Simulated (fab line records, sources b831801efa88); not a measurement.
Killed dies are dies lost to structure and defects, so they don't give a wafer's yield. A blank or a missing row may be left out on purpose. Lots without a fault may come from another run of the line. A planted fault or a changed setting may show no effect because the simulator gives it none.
fab line records | flow sky130
record lots=12 wafers=36 last_day=50
route steps=708 shown LDD_N@244 LDD_P@265 LDD_HVN@277 LDD_LDN@291 PAD_OPEN@708
lots that met no fault: from a run of the same line without faults
start_h: hours from the record's first day to the start of the lot's first wafer shown | wait_h: hours since the lot's step before | " the same as in the row above | L1.1+2: a row that stands for several wafers | - no value, or no start given | * or withheld: withheld | < > ~ a bound
route shown NAME@n: a module of which the file shows steps, and the number in the route of the first | usual: mean/standard deviation of fault-free wafers | same: alike in all rows | chamber/n: place in a boat | sites: the reading at each site | _std_site: their standard deviation | _edge_site: outer sites' mean less inner sites' | radius_mm: how far each site lies from the wafer's centre | mask NAME#n: copy n | behind: the tool/chamber that last shaped the wafer | hold: why the lot was held/for how many hours/how that ended | device: the transistor (n, p or np) that didn't switch | end of line: the same wafers' tests at the end of the route | a step without rows: its recipe alone | killed: dies lost to structure and defects at the first sort, not the wafer's yield | map: a wafer's dies, x killed, . not, _ none there
set.NAME: the setting as run; set.NAME@STEP: as run at that earlier step | model.NAME: the simulator's own value behind a step, which no gauge read
steps of the route over a sample of lots; a table a step, a row a wafer
services: from which hour (start_h, from the record's first day; less than 0 if before it) a tool's chamber was out of use, for how many hours, and why
## steps
# step SKY_LDD_N_OVL_MEAS_07
# usual LDD_N_OVL=-0.1/1.3
# columns lot.wafer tool chamber start_h wait_h LDD_N_OVL[nm]
L457.2 overlay-01 - 405.45 0.1 -1.2
L457.3 " - " " -0.2
L457.4 " - " " 0.8
L458.2 overlay-02 - 415.60 0.1 -0.8
L458.3 " - " " -2.2
L458.6 " - " " -2.4
L459.1 overlay-01 - 422.64 0.1 1.9
L459.4 " - " " 0.6
L459.6 " - " " 1.7
L460.2 overlay-01 - 437.90 0.1 2.0
L460.5 " - " " 0.4
L460.6 " - " " -0.4
L462.2 overlay-01 - 456.40 0.1 0.7
L462.4 " - " " 0.6
L462.6 " - " " -0.3
L463.1 overlay-01 - 464.19 0.1 2.7
L463.4 " - " " 2.0
L463.5 " - " " 1.4
L464.2 overlay-01 - 471.90 0.1 0.2
L464.3 " - " " -0.9
L464.6 " - " " -2.0
L466.1 overlay-02 - 497.09 0.1 -0.9
L466.3 " - " " -0.9
L466.5 " - " " -0.5
L467.1 overlay-02 - 499.24 0.1 1.2
L467.2 " - " " -0.7
L467.3 " - " " 0.3
L474.3 overlay-01 - 561.10 0.1 -0.1
L474.4 " - " " -0.4
L474.5 " - " " -1.3
L477.1 overlay-01 - 582.64 0.1 -0.2
L477.4 " - " " -1.4
L477.6 " - " " 0.5
L478.3 overlay-01 - 590.50 0.1 0.2
L478.4 " - " " 0.6
L478.5 " - " " 1.2
# step SKY_LDD_P_STRIP_10
# recipe chemistry=O2/N2 power_w=1400 pressure_mtorr=1500 platen_temp_c=withheld o2_flow_sccm=3000 n2_flow_sccm=300 overash_fraction=0.5
# usual drypump_motor_current_A=5.7/0.49 oes_product_au=0.715/0.0046 strip_time_to_endpoint_s=14.20/0.033
# columns lot.wafer tool chamber start_h wait_h drypump_motor_current_A oes_product_au rf_hours_counter_h strip_time_to_endpoint_s
L457.2 plasma_asher-02 0 436.15 0.1 5.5 0.720 0 14.18
L457.3 " 1 " " 5.6 0.712 - 14.19
L457.4 " 0 " " 5.5 0.721 - 14.16
L458.2 plasma_asher-03 1 446.98 0.1 6.4 0.718 73 14.17
L458.3 " 1 " " 6.5 0.711 - 14.19
L458.6 " 1 " " 6.4 0.719 - 14.19
L459.1 plasma_asher-03 0 454.18 0.1 6.1 0.716 74 14.14
L459.4 " 0 " " 6.1 0.715 - 14.13
L459.6 " 0 " " 6.1 0.717 - 14.17
L460.2 plasma_asher-02 1 469.49 0.1 5.6 0.717 4 14.18
L460.5 " 1 " " 5.6 0.718 - 14.22
L460.6 " 0 " " 5.5 0.719 - 14.26
L462.2 plasma_asher-04 0 487.34 0.1 5.0 0.712 68 14.20
L462.4 " 1 " " 5.4 0.713 - 14.17
L462.6 " 1 " " 5.4 0.706 - 14.20
L463.1 plasma_asher-03 1 496.60 0.1 6.4 0.710 78 14.23
L463.4 " 0 " " 6.0 0.721 - 14.17
L463.5 " 1 " " 6.4 0.714 - 14.20
L464.2 plasma_asher-04 0 503.65 0.1 5.0 0.714 69 14.25
L464.3 " 1 " " 5.5 0.706 - 14.25
L464.6 " 0 " " 5.0 0.709 - 14.21
L466.1 plasma_asher-04 1 529.95 0.1 5.4 0.716 74 14.19
L466.3 " 0 " " 5.0 0.717 - 14.21
L466.5 " 0 " " 5.0 0.712 - 14.20
L467.1 plasma_asher-04 1 531.13 0.1 5.4 0.719 75 14.19
L467.2 " 0 " " 5.0 0.702 75 14.24
L467.3 " 0 " " 5.0 0.716 - 14.21
L474.3 plasma_asher-02 0 592.30 0.1 5.5 0.708 - 14.17
L474.4 " 1 " " 5.6 0.715 - 14.21
L474.5 " 1 " " 5.6 0.711 - 14.16
L477.1 plasma_asher-04 0 613.54 0.1 5.0 0.718 84 14.23
L477.4 " 0 " " 5.0 0.715 - 14.19
L477.6 " 0 " " 5.0 0.722 - 14.24
L478.3 plasma_asher-03 1 621.47 0.1 6.4 0.718 - 14.24
L478.4 " 0 " " 6.1 0.720 - 14.26
L478.5 " 0 " " 6.1 0.719 - 14.28
# step SKY_LDD_HVN_TW_MEAS_10
# usual LDD_HVN_TW=1432/17
# columns lot.wafer tool chamber start_h wait_h LDD_HVN_TW
L457.2 film_metro-04 - 467.44 0.1 1445
L457.3 " - " " 1443
L457.4 " - " " 1451
L458.2 film_metro-04 - 477.64 0.1 1440
L458.3 " - " " 1451
L458.6 " - " " 1454
L459.1 film_metro-04 - 484.98 0.1 1439
L459.4 " - " " 1428
L459.6 " - " " 1429
L460.2 film_metro-02 - 500.63 0.1 1418
L460.5 " - " " 1418
L460.6 " - " " 1420
L462.2 film_metro-04 - 517.68 0.1 1445
L462.4 " - " " 1449
L462.6 " - " " 1451
L463.1 film_metro-04 - 527.17 0.1 1444
L463.4 " - " " 1448
L463.5 " - " " 1454
L464.2 film_metro-02 - 533.82 0.1 1425
L464.3 " - " " 1418
L464.6 " - " " 1424
L466.1 film_metro-04 - 560.17 0.1 1440
L466.3 " - " " 1432
L466.5 " - " " 1435
L467.1 film_metro-01 - 561.43 0.1 1447
L467.2 " - " " 1441
L467.3 " - " " 1447
L474.3 film_metro-02 - 622.45 0.1 1415
L474.4 " - " " 1418
L474.5 " - " " 1420
L477.1 film_metro-02 - 642.67 0.1 1409
L477.4 " - " " 1413
L477.6 " - " " 1417
L478.3 film_metro-02 - 651.35 0.1 1410
L478.4 " - " " 1414
L478.5 " - " " 1413
# step SKY_LDD_LDN_COAT_02
# recipe resist=NOVOLAK spin_rpm=3000 resist_thk_nm=1140
# columns lot.wafer tool chamber start_h wait_h
L457.2+3+4 litho_track-03 0 513.36 0.1
L458.2+3+6 litho_track-03 0 522.66 0.1
L459.1+4+6 litho_track-01 0 531.19 0.1
L460.2+5+6 litho_track-02 0 545.62 0.1
L462.2+4+6 litho_track-03 0 563.11 0.1
L463.1+4+5 litho_track-01 0 571.14 0.1
L464.2+3+6 litho_track-03 0 577.11 0.1
L466.1+3+5 litho_track-01 0 603.74 0.1
L467.1+2+3 litho_track-01 0 606.19 0.1
L474.3+4+5 litho_track-03 0 665.69 0.1
L477.1+4+6 litho_track-03 0 685.74 0.1
L478.3+4+5 litho_track-02 0 693.64 0.1
# step SKY_LDD_LDN_STRIP_12
# recipe chemistry=O2/N2 power_w=1400 pressure_mtorr=1500 platen_temp_c=withheld o2_flow_sccm=3000 n2_flow_sccm=300 overash_fraction=0.5
# usual drypump_motor_current_A=5.5/0.32 oes_product_au=0.715/0.0045 strip_time_to_endpoint_s=14.20/0.047
# columns lot.wafer tool chamber start_h wait_h drypump_motor_current_A oes_product_au rf_hours_counter_h strip_time_to_endpoint_s
L457.2 plasma_asher-04 0 529.33 0.1 5.0 0.712 74 14.21
L457.3 " 1 " " 5.4 0.713 - 14.23
L457.4 " 0 " " 5.0 0.723 - 14.23
L458.2 plasma_asher-01 0 538.58 0.1 5.8 0.713 45 14.27
L458.3 " 1 " " 5.9 0.710 - 14.28
L458.6 " 1 " " 5.9 0.712 - 14.28
L459.1 plasma_asher-04 0 546.93 0.1 5.0 0.724 77 14.13
L459.4 " 0 " " 5.0 0.712 - 14.11
L459.6 " 1 " " 5.4 0.714 - 14.07
L460.2 plasma_asher-02 0 561.72 0.1 5.5 0.714 7 14.19
L460.5 " 1 " " 5.5 0.712 - 14.16
L460.6 " 0 " " 5.5 0.712 - 14.15
L462.2 plasma_asher-01 0 578.18 0.1 5.7 0.710 50 14.25
L462.4 " 1 " " 5.9 0.715 - 14.26
L462.6 " 0 " " 5.7 0.718 - 14.30
L463.1 plasma_asher-01 0 586.48 0.1 5.8 0.716 50 14.14
L463.4 " 1 " " 5.9 0.717 - 14.09
L463.5 " 0 " " 5.8 0.713 - 14.19
L464.2 plasma_asher-02 0 592.92 0.1 5.5 0.722 10 14.21
L464.3 " 0 " " 5.5 0.722 - 14.24
L464.6 " 0 " " 5.5 0.711 - 14.20
L466.1 plasma_asher-02 0 619.43 0.1 5.5 0.713 13 14.22
L466.3 " 0 " " 5.5 0.715 - 14.19
L466.5 " 0 " " 5.5 0.718 - 14.21
L467.1 plasma_asher-01 1 621.47 0.1 5.9 0.710 54 14.20
L467.2 " 0 " " 5.8 0.722 54 14.23
L467.3 " 1 " " 5.9 0.713 - 14.20
L474.3 plasma_asher-04 0 680.80 0.1 5.0 0.596 - 8.56
L474.4 " 1 " " 5.4 0.596 - 8.56
L474.5 " 0 " " 5.0 0.591 - 8.55
L477.1 plasma_asher-01 1 699.82 0.1 5.9 0.588 61 8.53
L477.4 " 1 " " 5.9 0.596 - 8.55
L477.6 " 0 " " 5.7 0.587 - 8.56
L478.3 plasma_asher-02 0 708.95 0.1 5.5 0.712 - 14.16
L478.4 " 1 " " 5.5 0.710 - 14.19
L478.5 " 0 " " 5.5 0.723 - 14.17
# step SKY_PAD_OPEN_PROBE_99
# usual killed_at_M0_to_M3=43/7.3 killed_at_M4_up=3.1/1.8 killed_at_contacts=24/5.4 killed_at_front_end=15/4.1 killed_at_other=0.2/0.52 killed_dies=86/10 killed_open=47/7.3 killed_short=39/6.4
# same gross_dies=492 killed_at_back_side=0
# columns lot.wafer tool chamber start_h wait_h killed_at_M0_to_M3 killed_at_M4_up killed_at_contacts killed_at_front_end killed_at_other killed_dies killed_open killed_short
L459.1 prober-02 - 1092.11 0.1 31 1 20 14 0 66 32 34
L459.4 prober-02 - 1092.26 0.2 51 3 18 10 1 83 45 38
L459.6 prober-02 - 1092.36 0.2 59 5 26 14 0 104 59 45
L460.2 prober-01 - 1101.42 0.1 35 3 28 13 0 79 47 31
L460.5 prober-01 - 1101.57 0.2 40 3 26 14 1 84 49 34
L460.6 prober-01 - 1101.62 0.2 44 1 30 14 0 89 54 35
L474.3 prober-02 - 1175.71 0.2 54 3 27 24 0 108 60 47
L474.4 prober-02 - 1175.76 0.2 39 0 29 18 1 87 46 38
L477.1 prober-02 - 1190.63 0.1 43 5 26 16 0 90 57 33
L477.4 prober-02 - 1190.78 0.2 38 4 25 16 1 84 37 45
L477.6 prober-02 - 1190.88 0.2 28 1 20 18 0 67 38 27
L478.3 prober-01 - 1192.69 0.2 39 1 19 17 0 76 39 37
L478.4 prober-01 - 1192.74 0.2 40 3 26 14 0 83 42 41
L478.5 prober-01 - 1192.79 0.2 53 5 17 16 0 91 57 34
# killed by level:class
L459.1 VIA1:geometric_particle:open=7 VIA1:geometric_particle:short=6 LI_CONTACT:geometric_particle:open=5 LOCAL_INTERCONNECT:geometric_particle:short=5 CONTACT:geometric_particle:open=5 VIA3:geometric_particle:open=5 FIELD_ISO:geometric_particle:open=4 POLY_GATE:geometric_particle:short=4
L459.4 VIA1:geometric_particle:short=11 CONTACT:geometric_particle:open=9 VIA1:geometric_particle:open=9 VIA3:geometric_particle:open=8 METAL1:geometric_particle:open=5 LOCAL_INTERCONNECT:geometric_particle:short=4 METAL3:geometric_particle:short=4 VIA2:geometric_particle:open=4
L459.6 VIA2:geometric_particle:open=13 METAL2:geometric_particle:short=10 VIA1:geometric_particle:open=9 LI_CONTACT:geometric_particle:open=8 LOCAL_INTERCONNECT:geometric_particle:short=6 VIA3:geometric_particle:open=6 POLY_GATE:geometric_particle:open=5 CONTACT:geometric_particle:open=5
L460.2 CONTACT:geometric_particle:open=13 VIA1:geometric_particle:open=10 LI_CONTACT:geometric_particle:open=7 VIA3:geometric_particle:open=4 CONTACT:geometric_particle:short=4 VIA2:geometric_particle:open=4 FIELD_ISO:geometric_particle:open=3 FIELD_ISO:geometric_particle:short=3
L460.5 VIA1:geometric_particle:open=11 LI_CONTACT:geometric_particle:open=10 CONTACT:geometric_particle:open=9 METAL1:geometric_particle:short=7 VIA2:geometric_particle:open=5 POLY_GATE:geometric_particle:short=4 METAL2:geometric_particle:short=4 METAL3:geometric_particle:short=4
L460.6 LI_CONTACT:geometric_particle:open=11 VIA3:geometric_particle:open=11 VIA1:geometric_particle:open=8 CONTACT:geometric_particle:open=7 VIA2:geometric_particle:open=7 FIELD_ISO:geometric_particle:short=6 VIA3:geometric_particle:short=5 LI_CONTACT:geometric_particle:short=4
L474.3 VIA1:geometric_particle:open=11 CONTACT:geometric_particle:open=11 VIA3:geometric_particle:open=9 FIELD_ISO:geometric_particle:open=8 METAL2:geometric_particle:short=8 VIA1:geometric_particle:short=7 LOCAL_INTERCONNECT:geometric_particle:short=7 VIA2:geometric_particle:open=7
L474.4 VIA1:geometric_particle:open=12 CONTACT:geometric_particle:open=10 LOCAL_INTERCONNECT:geometric_particle:short=7 FIELD_ISO:geometric_particle:open=6 LI_CONTACT:geometric_particle:open=6 METAL2:geometric_particle:short=6 METAL1:geometric_particle:short=5 VIA3:geometric_particle:open=5
L477.1 VIA1:geometric_particle:open=15 CONTACT:geometric_particle:open=10 LI_CONTACT:geometric_particle:open=9 VIA1:geometric_particle:short=7 POLY_GATE:geometric_particle:open=5 VIA3:geometric_particle:open=5 METAL1:geometric_particle:short=4 POLY_GATE:geometric_particle:short=4
L477.4 VIA1:geometric_particle:open=11 CONTACT:geometric_particle:open=10 CONTACT:geometric_particle:short=6 METAL1:geometric_particle:short=6 FIELD_ISO:geometric_particle:short=5 LI_CONTACT:geometric_particle:open=5 POLY_GATE:geometric_particle:short=4 METAL2:geometric_particle:short=4
L477.6 POLY_GATE:geometric_particle:open=8 CONTACT:geometric_particle:open=8 VIA1:geometric_particle:open=8 LI_CONTACT:geometric_particle:open=5 VIA3:geometric_particle:open=5 FIELD_ISO:geometric_particle:short=3 VIA1:geometric_particle:short=3 CONTACT:geometric_particle:short=3
L478.3 FIELD_ISO:geometric_particle:short=8 VIA1:geometric_particle:open=7 VIA3:geometric_particle:open=6 CONTACT:geometric_particle:open=6 VIA2:geometric_particle:open=5 LI_CONTACT:geometric_particle:short=4 LI_CONTACT:geometric_particle:open=4 VIA2:geometric_particle:short=4
L478.4 CONTACT:geometric_particle:open=10 VIA1:geometric_particle:open=8 LI_CONTACT:geometric_particle:open=7 METAL1:geometric_particle:short=7 FIELD_ISO:geometric_particle:short=6 VIA1:geometric_particle:short=6 VIA3:geometric_particle:open=6 LOCAL_INTERCONNECT:geometric_particle:short=5
L478.5 VIA3:geometric_particle:open=13 VIA1:geometric_particle:open=12 VIA2:geometric_particle:open=7 CONTACT:geometric_particle:open=7 POLY_GATE:geometric_particle:open=5 LI_CONTACT:geometric_particle:open=5 METAL1:geometric_particle:short=5 VIA1:geometric_particle:short=4
## services
# columns tool chamber start_h hours kind
plasma_asher-02 - 421.28 9.0 pm
plasma_asher-02 0 421.28 9.0 vent_cycle
plasma_asher-02 1 421.28 9.0 vent_cycle
plasma_asher-02 0 430.28 - clean
plasma_asher-02 1 430.28 - clean
plasma_asher-02 - 438.27 1.1 repair
plasma_asher-02 - 449.94 0.5 repair
plasma_asher-01 - 450.94 0.7 repair
plasma_asher-03 - 460.92 0.6 repair
plasma_asher-02 - 487.05 55.4 repair
plasma_asher-03 - 503.55 15.6 pm
plasma_asher-01 - 506.51 0.8 repair
plasma_asher-03 - 621.64 1.5 repair
plasma_asher-02 - 644.63 14.6 pm
plasma_asher-01 - 657.68 0.9 repair
plasma_asher-01 - 663.05 3.1 repair
plasma_asher-03 - 679.74 5.6 repair
plasma_asher-01 - 688.58 8.7 repair
## key
first_sign step=SKY_LDD_LDN_STRIP_12 reading=strip_time_to_endpoint_s direction=down sigmas=99+ usual=* struck=*
effect step=SKY_LDD_LDN_STRIP_12 reading=oes_product_au direction=down sigmas=27 usual=0.715 struck=0.592
met_at SKY_LDD_LDN_COAT_02
struck_lots L474,L477
tester_left_out L474,L477
not_acting_at SKY_LDD_N_OVL_MEAS_07,SKY_LDD_P_STRIP_10,SKY_LDD_HVN_TW_MEAS_10
onset_between 577.11 665.69
fault kind=process_parameter_drift tool=litho_track-03 chamber=- onset_h=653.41 steps=SKY_LDD_LDN_COAT_02 channel=resist_thk_nm offset=-485.23 shape=step end_h=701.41 acts_in=these_recipes_only stated=1140
# tester_left_out: of these lots the tester's yield and bins aren't shown, on N5 and GAA mostly nor the transistor test; their killed dies are dies lost to structure and defects alone, not to doping, threshold or leakage, so they don't give the yield
